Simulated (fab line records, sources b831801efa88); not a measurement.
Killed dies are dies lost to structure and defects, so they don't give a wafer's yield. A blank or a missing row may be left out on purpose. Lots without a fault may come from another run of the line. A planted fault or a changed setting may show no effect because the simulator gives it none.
fab line records | flow sky130
record lots=7 wafers=21 last_day=50
route steps=708 shown CONTACT@418 PAD_OPEN@708
lots that met no fault: from a run of the same line without faults
start_h: hours from the record's first day to the start of the lot's first wafer shown | wait_h: hours since the lot's step before | " the same as in the row above | L1.1+2: a row that stands for several wafers | - no value, or no start given | * or withheld: withheld | < > ~ a bound
route shown NAME@n: a module of which the file shows steps, and the number in the route of the first | usual: mean/standard deviation of fault-free wafers | same: alike in all rows | chamber/n: place in a boat | sites: the reading at each site | _std_site: their standard deviation | _edge_site: outer sites' mean less inner sites' | radius_mm: how far each site lies from the wafer's centre | mask NAME#n: copy n | behind: the tool/chamber that last shaped the wafer | hold: why the lot was held/for how many hours/how that ended | device: the transistor (n, p or np) that didn't switch | end of line: the same wafers' tests at the end of the route | a step without rows: its recipe alone | killed: dies lost to structure and defects at the first sort, not the wafer's yield | map: a wafer's dies, x killed, . not, _ none there
set.NAME: the setting as run; set.NAME@STEP: as run at that earlier step | model.NAME: the simulator's own value behind a step, which no gauge read
lots at some steps of the route; a table a step, a row a wafer
services: from which hour (start_h, from the record's first day; less than 0 if before it) a tool's chamber was out of use, for how many hours, and why
## steps
# step SKY_CONTACT_PEB_12
# recipe peb_temp_c=withheld peb_time_s=withheld resist=KrF-thick
# step SKY_CONTACT_DEVELOP_13
# recipe develop_time_s=60 resist=KrF-thick dev_temp_c=21
# step SKY_CONTACT_CD_MEAS_14
# recipe target_cd_nm=170
# usual cd_nm=170.3/1.4
# columns lot.wafer tool chamber start_h wait_h cd_nm
L340.1 cd_sem-01 - 751.34 - 169.9
L340.2 " - " " 170.4
L340.5 " - " " 170.5
L343.1 cd_sem-01 - 757.49 - 170.6
L343.4 " - " " 170.5
L343.5 " - " " 169.5
L348.1 cd_sem-01 - 808.54 - 169.1
L348.2 " - " " 170.3
L348.3 " - " " 169.6
L356.3 cd_sem-02 - 866.03 - 168.8
L356.4 " - " " 168.7
L356.5 " - " " 168.8
L357.2 cd_sem-02 - 870.04 - 169.2
L357.3 " - " " 169.5
L357.4 " - " " 170.0
L358.1 cd_sem-02 - 874.94 - 169.7
L358.3 " - " " 170.2
L358.5 " - " " 170.1
L363.3 cd_sem-01 - 908.48 - 170.9
L363.5 " - " " 170.1
L363.6 " - " " 169.9
# step SKY_CONTACT_OVL_MEAS_15
# usual CONTACT_OVL=-4/4.5
# columns lot.wafer tool chamber start_h wait_h CONTACT_OVL[nm]
L340.1 overlay-02 - 751.46 0.1 -5
L340.2 " - " " -1
L340.5 " - " " -7
L343.1 overlay-01 - 757.61 0.1 -10
L343.4 " - " " -9
L343.5 " - " " -8
L348.1 overlay-02 - 808.66 0.1 -1
L348.2 " - " " -5
L348.3 " - " " -2
L356.3 overlay-01 - 866.12 0.1 0
L356.4 " - " " -10
L356.5 " - " " -3
L357.2 overlay-01 - 870.14 0.1 -4
L357.3 " - " " -5
L357.4 " - " " -5
L358.1 overlay-02 - 875.06 0.1 -1
L358.3 " - " " 1
L358.5 " - " " -12
L363.3 overlay-01 - 908.57 0.1 -10
L363.5 " - " " -8
L363.6 " - " " -2
# step SKY_CONTACT_ETCH_16
# recipe chemistry=N2/H2 target=BARC ion_energy_ev=200 source_w=500 bias_w=100 pressure_mtorr=30 n2_flow_sccm=100 h2_flow_sccm=200 stop_on=SiO2 time_s=45.9 target_depth_a=600
# usual drypump_motor_current_A=5.8/0.54 oes_product_au=0.855/0.0049 rf_fwd_power_W=494.9/1.9 throttle_valve_pct=13.225/0.0097
# columns lot.wafer tool chamber start_h wait_h drypump_motor_current_A oes_product_au rf_fwd_power_W rf_hours_counter_h throttle_valve_pct
L340.1 rie_diel-04 2 751.50 0.0 5.6 0.855 495.1 4 13.219
L340.2 " 0 " " 5.6 0.858 497.9 2 13.244
L340.5 " 0 " " 5.6 0.853 497.1 - 13.220
L343.1 rie_diel-01 1 757.65 0.0 6.4 0.853 492.9 12 13.233
L343.4 " 3 " " 6.2 0.855 498.6 - 13.217
L343.5 " 0 " " 5.8 0.855 492.8 - 13.229
L348.1 rie_diel-01 3 808.70 0.0 6.2 0.863 498.6 9 13.227
L348.2 " 2 " " 4.7 0.858 493.8 2 13.230
L348.3 " 1 " " 6.4 0.861 495.0 14 13.217
L356.3 rie_diel-01 0 866.15 0.0 5.8 0.865 493.0 1 13.226
L356.4 " 2 " " 4.7 0.853 494.7 5 13.230
L356.5 " 0 " " 5.7 0.848 493.4 - 13.224
L357.2 rie_diel-04 3 870.17 0.0 6.7 0.851 492.2 17 13.217
L357.3 " 2 " " 5.6 0.851 497.7 9 13.236
L357.4 " 0 " " 5.6 0.847 493.6 7 13.235
L358.1 rie_diel-04 3 875.10 0.0 6.6 0.859 493.0 17 13.226
L358.3 " 0 " " 5.6 0.854 497.2 7 13.221
L358.5 " 2 " " 5.6 0.857 494.0 - 13.226
L363.3 rie_diel-03 0 908.60 0.0 5.7 0.853 494.4 23 13.232
L363.5 " 1 " " 5.8 0.855 493.2 - 13.210
L363.6 " 0 " " 5.7 0.853 495.9 - 13.233
# step SKY_CONTACT_ETCH_17
# recipe target=SiO2 chemistry=C4F8/O2/Ar stop_on=Si3N4 mask_material=KrF-thick source_w=1500 bias_w=1200 pressure_mtorr=40 c4f8_flow_sccm=withheld O2_flow_sccm=6 Ar_flow_sccm=300 time_s=withheld target_depth_a=3400
# usual oes_product_au=0.892/0.0051 rf_fwd_power_W=1488/5.1
# columns lot.wafer tool chamber start_h wait_h oes_product_au rf_fwd_power_W
L340.1 rie_diel-04 2 751.54 0.0 0.896 1483
L340.2 " 0 " " 0.905 1489
L340.5 " 0 " " 0.892 1490
L343.1 rie_diel-01 1 757.69 0.0 0.885 1492
L343.4 " 3 " " 0.886 1485
L343.5 " 0 " " 0.896 1500
L348.1 rie_diel-01 3 808.74 0.0 0.892 1481
L348.2 " 2 " " 0.882 1483
L348.3 " 1 " " 0.897 1484
L356.3 rie_diel-01 0 866.19 0.0 0.895 1483
L356.4 " 2 " " 0.894 1487
L356.5 " 0 " " 0.891 1487
L357.2 rie_diel-04 3 870.21 0.0 0.885 1482
L357.3 " 2 " " 0.894 1482
L357.4 " 0 " " 0.892 1482
L358.1 rie_diel-04 3 875.14 0.0 0.886 1485
L358.3 " 0 " " 0.888 1486
L358.5 " 2 " " 0.890 1480
L363.3 rie_diel-03 0 908.64 0.0 0.895 1487
L363.5 " 1 " " 0.898 1492
L363.6 " 0 " " 0.884 1490
# step SKY_CONTACT_ETCH_18
# recipe target=Si3N4 chemistry=CHF3/O2 stop_on=TiN source_w=600 bias_w=200 pressure_mtorr=40 chf3_flow_sccm=50 O2_flow_sccm=5 time_s=39 target_depth_a=750
# usual O2_flow_sccm=5.000/0.012 drypump_motor_current_A=5.8/0.53 oes_product_au=0.855/0.0075 rf_fwd_power_W=593.7/2.1 throttle_valve_pct=8.794/0.0095
# columns lot.wafer tool chamber start_h wait_h O2_flow_sccm drypump_motor_current_A oes_product_au rf_fwd_power_W rf_hours_counter_h throttle_valve_pct
L340.1 rie_diel-04 2 - - 5.013 5.6 0.844 590.1 4 8.795
L340.2 " 0 " " 5.007 5.6 0.839 592.6 2 8.788
L340.5 " 0 " " 5.006 5.6 0.848 594.4 - 8.790
L343.1 rie_diel-01 1 - - 5.011 6.4 0.853 593.2 12 8.798
L343.4 " 3 " " 5.002 6.2 0.861 597.6 - 8.787
L343.5 " 0 " " 4.992 5.8 0.853 594.7 - 8.810
L348.1 rie_diel-01 3 - - 4.987 6.2 0.853 596.3 9 8.779
L348.2 " 2 " " 4.984 4.7 0.855 593.5 2 8.812
L348.3 " 1 " " 5.006 6.4 0.854 594.1 14 8.806
L356.3 rie_diel-01 0 - - 5.010 5.8 0.859 590.0 1 8.798
L356.4 " 2 " " 4.997 4.7 0.865 593.9 5 8.810
L356.5 " 0 " " 4.980 5.7 0.867 594.2 - 8.797
L357.2 rie_diel-04 3 - - 5.035 6.6 0.854 595.5 17 8.786
L357.3 " 2 " " 4.998 5.6 0.845 593.8 9 8.790
L357.4 " 0 " " 5.011 5.6 0.856 596.6 7 8.806
L358.1 rie_diel-04 3 - - 4.999 6.7 0.859 592.7 17 8.792
L358.3 " 0 " " 4.999 5.5 0.853 594.2 7 8.795
L358.5 " 2 " " 5.002 5.6 0.851 591.5 - 8.781
L363.3 rie_diel-03 0 - - 4.988 5.7 0.846 597.4 23 8.803
L363.5 " 1 " " 4.999 5.8 0.848 593.8 - 8.800
L363.6 " 0 " " 5.010 5.7 0.845 596.9 - 8.785
# step SKY_CONTACT_STRIP_19
# recipe chemistry=O2/N2 power_w=1400 pressure_mtorr=1500 platen_temp_c=withheld o2_flow_sccm=3000 n2_flow_sccm=300 overash_fraction=0.5
# usual drypump_motor_current_A=5.36/0.26 oes_product_au=0.382/0.0044 strip_time_to_endpoint_s=3.634/0.029
# columns lot.wafer tool chamber start_h wait_h drypump_motor_current_A oes_product_au rf_hours_counter_h strip_time_to_endpoint_s
L340.1 plasma_asher-04 0 751.63 - 5.51 0.385 62 3.626
L340.2 " 1 " " 5.33 0.385 62 3.645
L340.5 " 1 " " 5.34 0.384 - 3.636
L343.1 plasma_asher-03 1 757.78 - 5.26 0.387 33 3.647
L343.4 " 0 " " 5.20 0.387 - 3.618
L343.5 " 1 " " 5.23 0.378 - 3.644
L348.1 plasma_asher-01 1 808.83 - 4.74 0.384 7 3.667
L348.2 " 0 " " 5.86 0.382 7 3.656
L348.3 " 0 " " 5.86 0.380 - 3.683
L356.3 plasma_asher-01 1 866.31 - 4.75 0.380 - 3.664
L356.4 " 0 " " 5.83 0.377 - 3.644
L356.5 " 0 " " 5.86 0.387 - 3.666
L357.2 plasma_asher-04 1 870.30 - 5.33 0.383 73 3.662
L357.3 " 0 " " 5.55 0.379 - 3.604
L357.4 " 1 " " 5.33 0.383 - 3.583
L358.1 plasma_asher-03 1 875.23 - 5.25 0.388 44 3.642
L358.3 " 1 " " 5.25 0.375 - 3.590
L358.5 " 1 " " 5.23 0.380 - 3.586
L363.3 plasma_asher-04 0 908.76 - 5.55 0.381 - 3.631
L363.5 " 0 " " 5.56 0.386 - 3.631
L363.6 " 1 " " 5.35 0.391 - 3.653
# step SKY_CONTACT_STRIP_20
# recipe chemistry=post_etch_residue_remover time_s=1200 temp_c=72.5
# step SKY_CONTACT_CLEAN_21
# recipe chemistry=IPA time_s=180 temp_c=25
# step SKY_CONTACT_CLEAN_22
# recipe chemistry=O3/DIW dry=n2_spin
# step SKY_CONTACT_SPUTTER_23
# recipe material=TiN target_thk_nm=20 chamber_pressure_pa=5 power_w=4000 time_s=80
# usual throttle_valve_pct=29.8/1.7
# columns lot.wafer tool chamber start_h wait_h throttle_valve_pct
L340.1 pvd_sputter-02 - 752.23 0.0 26.7
L340.2 " - " " 30.3
L340.5 " - " " 30.7
L343.1 pvd_sputter-04 - 758.42 0.0 30.8
L343.4 " - " " 31.3
L343.5 " - " " 31.2
L348.1 pvd_sputter-01 - 809.42 0.0 29.5
L348.2 " - " " 28.3
L348.3 " - " " 28.4
L356.3 pvd_sputter-04 - 866.89 0.0 30.6
L356.4 " - " " 29.1
L356.5 " - " " 33.4
L357.2 pvd_sputter-02 - 870.96 0.0 31.7
L357.3 " - " " 29.4
L357.4 " - " " 30.7
L358.1 pvd_sputter-01 - 875.82 0.0 28.5
L358.3 " - " " 29.0
L358.5 " - " " 29.7
L363.3 pvd_sputter-01 - 909.36 0.0 28.3
L363.5 " - " " 28.3
L363.6 " - " " 29.0
# step SKY_CONTACT_CVD_24
# recipe material=W target_thk_nm=340 time_s=102.12 temp_c=400 pressure_torr=40
# usual chamber_pressure_Torr=39.99/0.092 heater_power_outer_w=510/45 heater_power_w=801/75
# columns lot.wafer tool chamber start_h wait_h chamber_pressure_Torr heater_power_outer_w heater_power_w since_wet_clean_h
L340.1 cvd_w-02 1 752.29 0.0 39.88 480 822 348
L340.2 " 0 " " 40.08 453 677 348
L340.5 " 1 " " 40.06 481 803 -
L343.1 cvd_w-01 0 758.48 0.0 39.89 518 822 854
L343.4 " 0 " " 40.00 524 802 -
L343.5 " 0 " " 39.81 521 805 -
L348.1 cvd_w-02 0 809.48 0.0 40.07 463 667 405
L348.2 " 1 " " 40.08 492 831 405
L348.3 " 1 " " 39.99 468 794 -
L356.3 cvd_w-02 0 866.99 0.1 - - - -
L356.4 " 1 " " - - - -
L356.5 " 0 " " - - - -
L357.2 cvd_w-01 1 871.02 0.0 - - - -
L357.3 " 1 " " - - - -
L357.4 " 0 " " - - - -
L358.1 cvd_w-02 0 875.88 0.0 - - - -
L358.3 " 1 " " - - - -
L358.5 " 0 " " - - - -
L363.3 cvd_w-02 0 909.46 0.1 39.88 449 675 -
L363.5 " 0 " " 40.15 451 689 -
L363.6 " 1 " " 39.91 462 822 -
# step SKY_CONTACT_RS_MEAS_25
# recipe thk_meas_gauge=four-point-probe reads=W_of_CONTACT_CVD_24+TiN_of_CONTACT_SPUTTER_23
# usual CONTACT_W_RS=0.341/0.0035
# columns lot.wafer tool chamber start_h wait_h CONTACT_W_RS[ohm/sq]
L340.1 film_metro-04 - 752.40 0.1 0.339
L340.2 " - " " 0.342
L340.5 " - " " 0.337
L343.1 film_metro-04 - 758.59 0.1 0.347
L343.4 " - " " 0.343
L343.5 " - " " 0.344
L348.1 film_metro-04 - 809.59 0.1 0.345
L348.2 " - " " 0.341
L348.3 " - " " 0.341
L356.3 film_metro-04 - 867.10 0.1 56.975
L356.4 " - " " 57.687
L356.5 " - " " 58.004
L357.2 film_metro-04 - 871.23 0.2 57.832
L357.3 " - " " 57.563
L357.4 " - " " 57.887
L358.1 film_metro-03 - 875.99 0.1 58.636
L358.3 " - " " 57.537
L358.5 " - " " 58.668
L363.3 film_metro-03 - 909.57 0.1 0.348
L363.5 " - " " 0.345
L363.6 " - " " 0.347
# step SKY_CONTACT_THK_MEAS_26
# recipe thk_meas_gauge=xrf reads=W_of_CONTACT_CVD_24
# usual CONTACT_W_THK=355/5.7
# columns lot.wafer tool chamber start_h wait_h CONTACT_W_THK[nm]
L340.1 film_metro-04 - 752.52 0.1 355
L340.2 " - " " 354
L340.5 " - " " 359
L343.1 film_metro-04 - 758.71 0.1 347
L343.4 " - " " 353
L343.5 " - " " 353
L348.1 film_metro-04 - 809.71 0.1 354
L348.2 " - " " 357
L348.3 " - " " 357
L356.3 film_metro-04 - 867.20 0.1 <0
L356.4 " - " " <0
L356.5 " - " " <0
L357.2 film_metro-04 - 871.34 0.1 <0
L357.3 " - " " <0
L357.4 " - " " <0
L358.1 film_metro-03 - 876.11 0.1 -
L358.3 " - " " <0
L358.5 " - " " <0
L363.3 film_metro-03 - 909.67 0.1 340
L363.5 " - " " 344
L363.6 " - " " 342
# step SKY_CONTACT_CMP_27
# recipe stop_on=SiO2 t_overpolish_s=15 down_force_psi=3.5 platen_rpm=60 target_thk_nm=0 pad_velocity_m_s=0.94248
# usual motor_current_A=11.3/1.1 time_to_endpoint_s=80/3.5
# columns lot.wafer tool chamber start_h wait_h motor_current_A time_to_endpoint_s
L340.2 cmp-01 3 752.58 0.0 10.1 82
L340.1 " 0 " " 11.0 81
L340.5 " 3 " " 10.5 82
L343.1 cmp-02 2 758.77 0.1 10.5 75
L343.4 " 0 " " 10.4 77
L343.5 " 3 " " 11.2 79
L348.2 cmp-02 3 809.95 0.2 10.7 83
L348.3 " 0 " " 10.9 84
L348.1 " 1 " " 14.3 81
L356.3 cmp-02 0 867.24 0.0 10.6 3
L356.4 " 2 " " 10.5 6
L356.5 " 1 " " 14.3 6
L357.2 cmp-02 0 871.56 0.2 10.9 5
L357.3 " 1 " " 13.6 2
L357.4 " 2 " " 10.4 6
L358.3 cmp-02 1 876.22 0.1 13.6 4
L358.1 " 3 " " 10.7 4
L358.5 " 0 " " 10.6 7
L363.3 cmp-01 2 909.71 0.0 12.8 84
L363.6 " 2 " " 12.3 81
L363.5 " 3 " " 9.4 86
# step SKY_PAD_OPEN_PROBE_99
# usual killed_at_M0_to_M3=43/7.2 killed_at_M4_up=3.1/1.8 killed_at_contacts=24/5.4 killed_at_front_end=15/4.4 killed_at_other=0.4/0.56 killed_dies=86/9.3 killed_on_rim=17/3.6 killed_open=47/6.9 killed_short=39/6.6
# same gross_dies=492 killed_at_back_side=0
# columns lot.wafer tool chamber start_h wait_h killed_at_M0_to_M3 killed_at_M4_up killed_at_contacts killed_at_front_end killed_at_other killed_dies killed_on_rim killed_open killed_short
L348.1 prober-01 - 1132.66 0.1 48 2 23 14 1 88 16 46 42
L348.2 prober-01 - 1132.71 0.1 40 3 31 10 1 85 17 46 38
L348.3 prober-01 - 1132.76 0.2 53 3 18 18 0 92 16 55 36
L356.3 prober-01 - 1178.25 0.2 52 3 425 12 0 492 96 37 44
L356.4 prober-01 - 1178.30 0.2 47 3 420 22 0 492 96 53 47
L356.5 prober-01 - 1178.35 0.2 29 1 442 19 1 492 96 42 26
L357.2 prober-02 - 1179.70 0.1 46 1 430 14 1 492 96 44 42
L357.3 prober-02 - 1179.75 0.2 37 5 435 15 0 492 96 42 33
L357.4 prober-02 - 1179.80 0.2 48 6 422 16 0 492 96 48 40
L358.1 prober-01 - 1181.15 0.1 40 5 432 15 0 492 96 49 38
L358.3 prober-01 - 1181.25 0.2 58 0 420 14 0 492 96 44 42
L358.5 prober-01 - 1181.35 0.2 47 2 426 17 0 492 96 51 29
L363.3 prober-02 - 1201.26 0.2 40 3 19 17 1 80 12 39 41
L363.5 prober-02 - 1201.36 0.2 35 4 24 14 1 78 13 31 47
L363.6 prober-02 - 1201.41 0.2 63 3 27 14 1 108 21 56 52
# killed by level:class
L348.1 VIA1:geometric_particle:open=10 CONTACT:geometric_particle:open=8 VIA1:geometric_particle:short=8 METAL1:geometric_particle:short=7 LI_CONTACT:geometric_particle:open=6 VIA3:geometric_particle:open=6 FIELD_ISO:geometric_particle:open=4 FIELD_ISO:geometric_particle:short=4
L348.2 CONTACT:geometric_particle:open=10 LI_CONTACT:geometric_particle:open=8 METAL1:geometric_particle:short=7 VIA1:geometric_particle:open=6 LOCAL_INTERCONNECT:geometric_particle:short=6 VIA1:geometric_particle:short=6 FIELD_ISO:geometric_particle:open=5 VIA2:geometric_particle:open=5
L348.3 VIA2:geometric_particle:open=14 VIA1:geometric_particle:open=10 METAL2:geometric_particle:short=9 VIA3:geometric_particle:open=7 LI_CONTACT:geometric_particle:open=6 POLY_GATE:geometric_particle:short=5 CONTACT:geometric_particle:open=5 FIELD_ISO:geometric_particle:open=3
L356.3 CONTACT:area_cvd=411 VIA1:geometric_particle:short=12 VIA1:geometric_particle:open=8 METAL2:geometric_particle:short=6 METAL3:geometric_particle:short=5 FIELD_ISO:geometric_particle:short=5 VIA3:geometric_particle:open=5 CONTACT:geometric_particle:open=5
L356.4 CONTACT:area_cvd=392 VIA1:geometric_particle:open=13 CONTACT:geometric_particle:open=11 VIA2:geometric_particle:open=8 METAL2:geometric_particle:short=7 VIA3:geometric_particle:open=7 FIELD_ISO:geometric_particle:short=6 CONTACT:geometric_particle:short=6
L356.5 CONTACT:area_cvd=423 VIA1:geometric_particle:open=10 POLY_GATE:geometric_particle:short=8 VIA2:geometric_particle:open=6 CONTACT:geometric_particle:open=6 CONTACT:geometric_particle:short=5 LI_CONTACT:geometric_particle:open=4 POLY_GATE:geometric_particle:open=3
L357.2 CONTACT:area_cvd=405 LI_CONTACT:geometric_particle:open=9 METAL1:geometric_particle:short=8 VIA1:geometric_particle:open=8 VIA2:geometric_particle:open=7 CONTACT:geometric_particle:short=6 CONTACT:geometric_particle:open=6 FIELD_ISO:geometric_particle:short=5
L357.3 CONTACT:area_cvd=417 CONTACT:geometric_particle:open=8 METAL2:geometric_particle:short=8 VIA1:geometric_particle:open=6 VIA2:geometric_particle:open=6 LI_CONTACT:geometric_particle:open=5 POLY_GATE:geometric_particle:short=4 FIELD_ISO:geometric_particle:open=4
L357.4 CONTACT:area_cvd=404 VIA1:geometric_particle:open=10 CONTACT:geometric_particle:open=9 VIA2:geometric_particle:open=9 VIA1:geometric_particle:short=7 METAL2:geometric_particle:short=7 VIA2:geometric_particle:short=6 METAL1:geometric_particle:short=6
L358.1 CONTACT:area_cvd=405 VIA1:geometric_particle:open=11 LI_CONTACT:geometric_particle:open=8 LOCAL_INTERCONNECT:geometric_particle:short=7 VIA2:geometric_particle:open=7 VIA3:geometric_particle:open=7 FIELD_ISO:geometric_particle:open=5 POLY_GATE:geometric_particle:short=4
L358.3 CONTACT:area_cvd=406 VIA1:geometric_particle:open=14 METAL2:geometric_particle:short=10 METAL1:geometric_particle:short=8 VIA2:geometric_particle:open=7 CONTACT:geometric_particle:open=6 VIA1:geometric_particle:short=5 LI_CONTACT:geometric_particle:open=4
L358.5 CONTACT:area_cvd=412 VIA2:geometric_particle:open=12 VIA1:geometric_particle:open=11 METAL2:geometric_particle:short=7 CONTACT:geometric_particle:open=7 LI_CONTACT:geometric_particle:open=6 METAL1:geometric_particle:short=6 FIELD_ISO:geometric_particle:short=5
L363.3 VIA1:geometric_particle:open=6 METAL2:geometric_particle:short=6 VIA3:geometric_particle:open=6 CONTACT:geometric_particle:short=5 CONTACT:geometric_particle:open=5 METAL1:geometric_particle:short=5 POLY_GATE:geometric_particle:short=4 POLY_CUT:geometric_particle:open=4
L363.5 LI_CONTACT:geometric_particle:open=9 METAL1:geometric_particle:short=8 VIA1:geometric_particle:open=7 CONTACT:geometric_particle:short=6 VIA3:geometric_particle:short=6 CONTACT:geometric_particle:open=5 VIA1:geometric_particle:short=5 POLY_GATE:geometric_particle:short=4
L363.6 VIA1:geometric_particle:open=11 METAL2:geometric_particle:short=10 VIA3:geometric_particle:open=9 LI_CONTACT:geometric_particle:open=8 VIA2:geometric_particle:open=8 VIA1:geometric_particle:short=8 CONTACT:geometric_particle:open=6 FIELD_ISO:geometric_particle:open=5
# map L356.3 (x killed, . not)
__________xxxxxxxxxx_________
________xxxxxxxxxxxxxx_______
______xxxxxxxxxxxxxxxxxx_____
_____xxxxxxxxxxxxxxxxxxxx____
____xxxxxxxxxxxxxxxxxxxxxx___
___xxxxxxxxxxxxxxxxxxxxxxxx__
__xxxxxxxxxxxxxxxxxxxxxxxxxx_
_xxxxxxxxxxxxxxxxxxxxxxxxxxxx
_xxxxxxxxxxxxxxxxxxxxxxxxxxxx
_xxxxxxxxxxxxxxxxxxxxxxxxxxxx
_xxxxxxxxxxxxxxxxxxxxxxxxxxxx
_xxxxxxxxxxxxxxxxxxxxxxxxxxxx
_xxxxxxxxxxxxxxxxxxxxxxxxxxxx
_xxxxxxxxxxxxxxxxxxxxxxxxxxxx
_xxxxxxxxxxxxxxxxxxxxxxxxxxxx
__xxxxxxxxxxxxxxxxxxxxxxxxxx_
___xxxxxxxxxxxxxxxxxxxxxxxx__
____xxxxxxxxxxxxxxxxxxxxxx___
_____xxxxxxxxxxxxxxxxxxxx____
______xxxxxxxxxxxxxxxxxx_____
________xxxxxxxxxxxxxx_______
__________xxxxxxxxxx_________
# map L357.2 (x killed, . not)
__________xxxxxxxxxx_________
________xxxxxxxxxxxxxx_______
______xxxxxxxxxxxxxxxxxx_____
_____xxxxxxxxxxxxxxxxxxxx____
____xxxxxxxxxxxxxxxxxxxxxx___
___xxxxxxxxxxxxxxxxxxxxxxxx__
__xxxxxxxxxxxxxxxxxxxxxxxxxx_
_xxxxxxxxxxxxxxxxxxxxxxxxxxxx
_xxxxxxxxxxxxxxxxxxxxxxxxxxxx
_xxxxxxxxxxxxxxxxxxxxxxxxxxxx
_xxxxxxxxxxxxxxxxxxxxxxxxxxxx
_xxxxxxxxxxxxxxxxxxxxxxxxxxxx
_xxxxxxxxxxxxxxxxxxxxxxxxxxxx
_xxxxxxxxxxxxxxxxxxxxxxxxxxxx
_xxxxxxxxxxxxxxxxxxxxxxxxxxxx
__xxxxxxxxxxxxxxxxxxxxxxxxxx_
___xxxxxxxxxxxxxxxxxxxxxxxx__
____xxxxxxxxxxxxxxxxxxxxxx___
_____xxxxxxxxxxxxxxxxxxxx____
______xxxxxxxxxxxxxxxxxx_____
________xxxxxxxxxxxxxx_______
__________xxxxxxxxxx_________
## services
# columns tool chamber start_h hours kind
plasma_asher-01 - 733.75 9.0 pm
cmp-02 - 744.19 4.0 pm
rie_diel-01 - 747.58 2.8 pm
rie_diel-03 - 751.81 76.0 repair
cvd_w-02 - 756.06 2.8 pm
plasma_asher-04 - 765.68 0.6 repair
rie_diel-04 1 782.17 6.3 repair
plasma_asher-04 - 794.08 4.6 pm
rie_diel-03 - 804.10 0.6 repair
cmp-02 - 817.53 0.3 repair
pvd_sputter-01 - 817.62 2.1 repair
rie_diel-04 1 833.78 2.6 repair
rie_diel-04 3 837.75 6.3 repair
rie_diel-03 0 837.87 2.5 repair
cvd_w-02 1 845.55 10.0 repair
rie_diel-01 1 850.19 4.8 repair
cmp-02 - 872.72 0.3 repair
rie_diel-01 2 890.52 9.0 repair
rie_diel-04 0 892.37 4.4 repair
rie_diel-01 1 894.87 16.2 repair
rie_diel-04 - 895.45 1.3 repair
rie_diel-01 0 897.70 4.7 repair
cmp-02 - 902.63 3.3 pm
rie_diel-03 1 909.01 7.3 repair
## key
first_sign step=SKY_CONTACT_CVD_24 reading=tool_record direction=missing
effect step=SKY_CONTACT_RS_MEAS_25 reading=CONTACT_W_RS direction=up sigmas=99+ usual=0.341 struck=57.866
effect step=SKY_CONTACT_THK_MEAS_26 reading=CONTACT_W_THK direction=down sigmas=62 usual=355 struck=<0
effect step=SKY_CONTACT_CMP_27 reading=time_to_endpoint_s direction=down sigmas=22 usual=* struck=*
effect step=SKY_PAD_OPEN_PROBE_99 reading=killed_at_contacts direction=up sigmas=74 usual=24 struck=428
more_kills_born_at SKY_CONTACT_CVD_24@cvd_w-02=2447 SKY_CONTACT_CVD_24@cvd_w-01=1219
met_at SKY_CONTACT_CVD_24
struck_wafers L356.3,L356.4,L356.5,L357.2,L357.3,L357.4,L358.1,L358.3,L358.5
later_rows_left_out L356.3,L356.4,L356.5,L357.2,L357.3,L357.4,L358.1,L358.3,L358.5
tester_left_out L356,L357,L358
onset_between 809.48 866.99
fault kind=skipped_step_whole tool=cvd_w-01,cvd_w-02 chamber=- onset_h=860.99 steps=SKY_CONTACT_CVD_24 scope=struck_lots_only
# tester_left_out: of these lots the tester's yield and bins aren't shown, on N5 and GAA mostly nor the transistor test; their killed dies are dies lost to structure and defects alone, not to doping, threshold or leakage, so they don't give the yield
# later_rows_left_out: the simulator's readings of these wafers behind a module that went badly wrong aren't trusted and aren't shown, but for the sort
